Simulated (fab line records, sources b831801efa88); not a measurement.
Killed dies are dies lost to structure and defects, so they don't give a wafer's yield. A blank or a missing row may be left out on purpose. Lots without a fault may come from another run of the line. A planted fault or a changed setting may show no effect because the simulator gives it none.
Chamber matching | flow gf180mcu | GF_V5_CVD_02 on pecvd-04: 3 sister chambers
The step deposits SiO2 from TEOS, target thk 1450 nm, time 163.28 s. 18 wafers are shown with their chamber, then 9 later ones without.

WAFERS WITH THEIR CHAMBER
wafer  | chamber | heater_power_w (W)
L077.1 | 2       | 707
L077.2 | 0       | 682
L077.6 | 0       | 772
L078.1 | 1       | 883
L078.4 | 2       | 567
L078.5 | 1       | 963
L082.2 | 1       | 802
L082.5 | 1       | 966
L082.6 | 2       | 729
L084.1 | 0       | 625
L084.2 | 1       | 798
L084.3 | 2       | 693
L084.4 | 2       | 570
L084.5 | 1       | 935
L084.6 | 0       | 752
L086.1 | 0       | 626
L086.4 | 0       | 740
L086.6 | 1       | 950

SIGNATURES (means of the wafers above)
reading        | chamber 0 | chamber 1 | chamber 2 | scatter within a chamber
heater_power_w | 699.50    | 899.57    | 653.20    | 72
Rule: a wafer's distance from a chamber is the root of the sum, over the readings, of the square of ((its reading less the chamber's mean) divided by the reading's scatter). The wafer belongs to the nearest chamber; if the next one is less than 2 further off, it can't be placed. The scatter: the root of (the sum of the squares of (reading less its chamber's mean) over the shown wafers, divided by (wafers less chambers)).

WAFERS WITHOUT THEIR CHAMBER
wafer  | heater_power_w (W)
L091.2 | 691
L091.4 | 920
L091.5 | 769
L094.1 | 926
L094.2 | 608
L094.6 | 696
L095.1 | 703
L095.2 | 969
L095.3 | 621

WHICH CHAMBER EACH WENT THROUGH
wafer  | from the rows above          | in truth
L091.2 | can't be placed: 0 or 2      | 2
L091.4 | 1                            | 1
L091.5 | can't be placed: 0 or 2 or 1 | 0
L094.1 | 1                            | 1
L094.2 | can't be placed: 2 or 0      | 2
L094.6 | can't be placed: 0 or 2      | 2
L095.1 | can't be placed: 0 or 2      | 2
L095.2 | 1                            | 1
L095.3 | can't be placed: 2 or 0      | 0
Placed correctly: 3 of 9. Can't be placed from these rows: 6 (the true chamber is among the candidates in 6). Placed wrongly: 0.
